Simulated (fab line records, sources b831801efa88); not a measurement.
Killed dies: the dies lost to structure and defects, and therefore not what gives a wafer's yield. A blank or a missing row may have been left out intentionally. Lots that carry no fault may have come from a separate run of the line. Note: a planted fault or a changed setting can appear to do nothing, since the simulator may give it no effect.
Matching of chambers | flow gf180mcu | GF_V3_ETCH_16 on rieDiel-04: 4 sister chambers
The step etches BARC in N2/H2. 7 wafers are shown with their chamber, then 8 later ones without.

EACH WAFER AND ITS CHAMBER
wafer  | chamber | drypumpMotorCurrentA (A) | oesProductAu (a.u.)
L839.4 | 0       | 5.6                      | 0.858
L844.4 | 2       | 5.9                      | 0.858
L846.5 | 3       | 6.0                      | 0.858
L847.1 | 1       | 5.2                      | 0.850
L847.2 | 3       | 5.9                      | 0.862
L847.3 | 0       | 5.6                      | 0.851
L850.1 | 1       | 5.2                      | 0.850

WAFERS MISSING THEIR CHAMBER
wafer  | drypumpMotorCurrentA (A) | oesProductAu (a.u.)
L850.3 | 6.0                      | 0.851
L850.4 | 5.6                      | 0.850
L854.2 | 6.0                      | 0.857
L854.3 | 5.6                      | 0.854
L854.5 | 5.9                      | 0.864
L855.1 | 6.0                      | 0.852
L855.2 | 5.9                      | 0.847
L855.3 | 5.2                      | 0.854

CHAMBER TAKEN BY EACH
wafer  | from the rows above     | in truth
L850.3 | can't be placed: 3 or 2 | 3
L850.4 | 0                       | 0
L854.2 | can't be placed: 3 or 2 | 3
L854.3 | 0                       | 0
L854.5 | can't be placed: 3 or 2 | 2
L855.1 | can't be placed: 3 or 2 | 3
L855.2 | can't be placed: 2 or 3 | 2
L855.3 | 1                       | 1
Correctly placed: 3 of 8. Not placeable from these rows: 5 (in 5, the candidates include the true chamber). Number placed wrongly: 0.
How it was worked out, from the rows above alone: a wafer's distance from a chamber is the root of the sum, over the readings, of the square of ((its reading less the chamber's mean) divided by the reading's scatter). The wafer belongs to the nearest chamber; if the next one is less than 2 further off, it can't be placed. A chamber's mean is the mean of its shown wafers. How the scatter is found: for the shown wafers, subtract from each reading the mean of its chamber, square and add these, divide the total by (wafers less chambers), then take the root.
